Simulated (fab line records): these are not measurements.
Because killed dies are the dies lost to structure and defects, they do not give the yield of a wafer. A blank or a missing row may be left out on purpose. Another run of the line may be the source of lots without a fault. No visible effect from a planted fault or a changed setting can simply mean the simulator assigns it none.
A struck lot beside a sound one / flow gf180mcu / 16 steps out of a route of 602
Sound: these wafers, L967.1, L967.4, L967.6. Wafers L974.1, L974.3, L974.5 were the ones struck. At the end, the cause is stated.
For every step that has rows: the tool of each side, followed by ch and its chambers, followed by its first start. Under that, the readings that differ: sound wafers / struck wafers / difference of the means / sigmas: that difference in standard deviations of wafers without a fault.
alike: readings with means less than 2 such deviations apart, plus words and numbers identical on both sides. not compared: withheld readings, readings lacking a value on some wafer, bounds such as >300 that could conceal the same value, and numbers that have no deviation in the record and whose values overlap.
The two part at a step that has a row with sigmas, a row that says differs or no value, or rows on one side only. Numbers that have no deviation but don't overlap get no sigmas and don't part them. A reading missing from all wafers of one side parts the sides only when that side holds two or more wafers.

first, 3 steps without rows for these wafers: GF_V5_EXPOSE_11 (exposes mask Via5, target cd 260 nm); GF_V5_PEB_12 (peb time 90 s); GF_V5_DEVELOP_13 (develop time 60 s).
GF_V5_CD_MEAS_14 targets a cd of 260 nm.
  struck on cd-sem-02, day 32 05:31; sound on cd-sem-02, day 29 23:48
  alike: cd-nm
GF_V5_OVL_MEAS_15:
  struck on overlay-01, day 32 05:38; sound on overlay-02, day 29 23:55
  alike: V5_OVL
GF_V5_ETCH_16: etches BARC in N2/H2.
  sound on rie-diel-01 ch 1,3, day 29 23:57; struck on rie-diel-01 ch 1,2, day 32 05:40
  alike: chamber-pressure-mTorr, drypump-motor-current-A, h2-flow-sccm, oes-product-au, throttle-valve-pct
GF_V5_ETCH_17: etches SiO2 in C4F8/O2/Ar, stops on TiN, target depth 855 nm.
  sound: rie-diel-01 ch 1,3; struck: rie-diel-01 ch 1,2
  alike: chamber-pressure-mTorr, oes-product-au
GF_V5_STRIP_18: strips in O2/N2.
  sound on plasma-asher-02 ch 0,1, day 30 00:06; struck on plasma-asher-02 ch 0, day 32 05:49
  alike: chamber-pressure-mTorr, drypump-motor-current-A, heater-power-w, oes-product-au
  not compared: rf-hours-counter-h
then, 2 steps without rows for these wafers: GF_V5_STRIP_19 (strips in post etch residue remover, time 1200 s); GF_V5_CLEAN_20 (cleans in DIW).
GF_V5_SPUTTER_21: material Ti, target thk 15 nm, time 80.02 s.
  struck on pvd-sputter-02, day 32 06:22; sound on pvd-sputter-03, day 30 00:40
  alike: throttle-valve-pct
then, 1 step without rows for these wafers: GF_V5_SPUTTER_22 (material TiN, target thk 10 nm, time 40 s).
GF_V5_CVD_23: deposits W, target thk 350 nm, time 104.9 s.
  sound on cvd-w-02 ch 0, day 30 00:46; struck on cvd-w-02 ch 1, day 32 06:28
reading=chamber-pressure-Torr (Torr); sound=40.09 40.15 39.96; struck=37.01 37.09 37.10; difference=-3.00; sigmas=-33
reading=model.W_of_V5_CVD_23.thk-nm (nm); sound=345.8 353.1 346.4; struck=338.5 336.5 338.6; difference=-10.6; sigmas=
  alike: heater-power-w
  not compared: since-wet-clean-h
GF_V5_RS_MEAS_24: measurement is done with a four-point probe.
  struck on film-metro-03, day 32 06:35; sound on film-metro-03, day 30 00:53
reading=V5_W_RS (ohm/sq); sound=0.331 0.325 0.331; struck=0.339 0.341 0.339; difference=+0.011; sigmas=+3
GF_V5_THK_MEAS_25: measures by xrf.
  struck on film-metro-03, day 32 06:42; sound on film-metro-03, day 30 01:00
reading=V5_W_THK (nm); sound=339 346 338; struck=328 326 329; difference=-13; sigmas=-3
GF_V5_CMP_26: polishes, stops on SiO2, t overpolish 15 s, target thk 0 nm.
  sound on cmp-02 ch 1,2,3, day 30 01:07; struck on cmp-02 ch 0,3, day 32 07:31
  alike: motor-current-A, overpolish-run-s, time-to-endpoint-s

WHERE THEY PART
Earliest at GF_V5_CVD_23; latest, in this record, at GF_V5_THK_MEAS_25. Later steps at which nothing parts them and some readings are alike: GF_V5_CMP_26.

WHY: the cause the simulator had injected
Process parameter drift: cvd-w-02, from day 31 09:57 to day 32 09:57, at GF_V5_CVD_23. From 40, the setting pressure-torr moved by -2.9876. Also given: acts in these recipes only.
